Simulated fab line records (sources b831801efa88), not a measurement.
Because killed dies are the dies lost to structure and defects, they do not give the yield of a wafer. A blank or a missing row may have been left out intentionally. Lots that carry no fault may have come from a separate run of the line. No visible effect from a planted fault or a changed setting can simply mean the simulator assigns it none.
A struck lot beside a sound one -- flow sky130 -- 25 out of 708 route steps
Sound: the wafers L171.1, L171.2, L171.3. The struck wafers were L173.1, L173.4. Last of all comes the cause.
Each step with rows lists, per side, the tool, then ch with its chambers, then its first start. Under that, the readings that differ: sound wafers -- struck wafers -- difference of the means -- sigmas: that difference in standard deviations of wafers without a fault.
alike: readings with means less than 2 such deviations apart, plus words and numbers identical on both sides. not compared: withheld readings, readings lacking a value on some wafer, bounds such as >300 that could conceal the same value, and numbers that have no deviation in the record and whose values overlap.
The two part at a step that has a row with sigmas, a row that says differs or no value, or rows on one side only. Numbers that have no deviation but don't overlap get no sigmas and don't part them. Lack of a reading on every wafer of one side parts them only where that side has two or more wafers.

first, 3 steps without rows for these wafers: SKY_LOCAL_INTERCONNECT_STRIP_16 (strips in post etch residue remover, time 1200 s); SKY_LOCAL_INTERCONNECT_CLEAN_17 (cleans in IPA, time 180 s); SKY_LOCAL_INTERCONNECT_CLEAN_18 (cleans in O3/DIW).
SKY_CONTACT_CVD_00: deposits Si3N4, target thk 75 nm.
  sound on pecvd-02 ch 0,1,2, day 34 21:38; struck on pecvd-01 ch 1,2, day 35 15:09
  alike: heater_power_w
SKY_CONTACT_THK_MEAS_01:
  sound: film_metro-02 at day 34 21:40; struck: film_metro-04 at day 35 15:11
  alike: CONTACT_CVD_00_THK
then, 1 step without rows for these wafers: SKY_CONTACT_HDPCVD_02 (deposits SiO2, target thk 565 nm, time 94.2 s).
SKY_CONTACT_THK_MEAS_03:
  sound: film_metro-01 at day 34 21:47; struck: film_metro-01 at day 35 15:19
  alike: CONTACT_HDPCVD_THK
SKY_CONTACT_CMP_04: polishes SiO2.
  sound on cmp-02 ch 1,2,3, day 34 21:54; struck on cmp-01 ch 0,3, day 35 15:26
reading,sound,struck,difference,sigmas
time_to_endpoint_s (s),77 81 76,89 82,+8,+2
  alike: head_pressure_psi, motor_current_A
SKY_CONTACT_BOW_MEAS_05:
  sound: film_metro-02 at day 34 22:09; struck: film_metro-04 at day 35 15:41
  alike: CONTACT_BOW
then, 3 steps without rows for these wafers: SKY_CONTACT_DEHYDRATE_06 (time 60 s); SKY_CONTACT_HMDS_07 (prime time 60 s); SKY_CONTACT_COAT_08 (resist thk 60 nm).
SKY_CONTACT_COAT_09: resist thk 450 nm.
  sound on litho_track-02 ch 0, day 35 10:00; struck on litho_track-03 ch 0, day 36 05:00
reading,sound,struck,difference,sigmas
model.KrF-thick_of_CONTACT_COAT_09.thk_nm (nm),450.2 449 448.3,497.9 497.5,+48.5,
then, 4 steps without rows for these wafers: SKY_CONTACT_SOFTBAKE_10 (time 90 s); SKY_CONTACT_EXPOSE_11 (exposes mask CTM1, target cd 170 nm); SKY_CONTACT_PEB_12; SKY_CONTACT_DEVELOP_13 (develop time 60 s).
SKY_CONTACT_CD_MEAS_14: the cd target is 170 nm.
  sound: cd_sem-02 at day 36 00:28; struck: cd_sem-02 at day 36 17:37
  alike: cd_nm
SKY_CONTACT_OVL_MEAS_15:
  sound: overlay-02 at day 36 00:35; struck: overlay-01 at day 36 17:44
reading,sound,struck,difference,sigmas
CONTACT_OVL (nm),-12 -12 -8,4 1,+13,+2
SKY_CONTACT_ETCH_16: etches BARC in N2/H2, stops on SiO2, time 45.9 s, target depth 60 nm.
  sound on rie_diel-01 ch 0,1,2, day 36 00:37; struck on rie_diel-04 ch 0,2, day 36 17:46
reading,sound,struck,difference,sigmas
rf_hours_counter_h (h),15 20 17,13 4,-9,
  alike: drypump_motor_current_A, oes_product_au, throttle_valve_pct
SKY_CONTACT_ETCH_17: etches SiO2 in C4F8/O2/Ar, stops on Si3N4, target depth 340 nm.
  sound on rie_diel-01 ch 0,1,2, day 36 00:39; struck on rie_diel-04 ch 0,2, day 36 17:48
  alike: oes_product_au
SKY_CONTACT_ETCH_18: etches Si3N4 in CHF3/O2, stops on TiN, time 39 s, target depth 75 nm.
  sound: rie_diel-01 ch 0,1,2; struck: rie_diel-04 ch 0,2
reading,sound,struck,difference,sigmas
rf_hours_counter_h (h),15 20 17,13 4,-9,
model.KrF-thick_of_CONTACT_COAT_09.thk_nm (nm),240.8 242.9 238.9,289.7 290.2,+49.1,
  alike: drypump_motor_current_A, oes_product_au, throttle_valve_pct
SKY_CONTACT_STRIP_19: strips in O2/N2.
  sound on plasma_asher-04 ch 0,1, day 36 00:44; struck on plasma_asher-02 ch 0, day 36 17:53
reading,sound,struck,difference,sigmas
oes_product_au (a.u.),0.382 0.378 0.384,0.400 0.398,+0.018,+4
strip_time_to_endpoint_s (s),3.60 3.62 3.58,4.12 4.11,+0.52,+17
  alike: drypump_motor_current_A
  not compared: rf_hours_counter_h
then, 1 step without rows for these wafers: SKY_CONTACT_STRIP_20 (strips in post etch residue remover, time 1200 s).
-- the record jumps here: 13 days lie between the struck wafers' starts before and after (it left off in module CONTACT and takes up again in module PAD_OPEN, whose first step shown is number 708 of the route) --
SKY_PAD_OPEN_PROBE_99:
  record: rows for the struck wafers here (prober-02, day 49 12:40), none for the sound ones

WHERE THEY PART
At SKY_CONTACT_CMP_04 first; at SKY_PAD_OPEN_PROBE_99 last (within this record only).

WHY: whatever the simulator had introduced
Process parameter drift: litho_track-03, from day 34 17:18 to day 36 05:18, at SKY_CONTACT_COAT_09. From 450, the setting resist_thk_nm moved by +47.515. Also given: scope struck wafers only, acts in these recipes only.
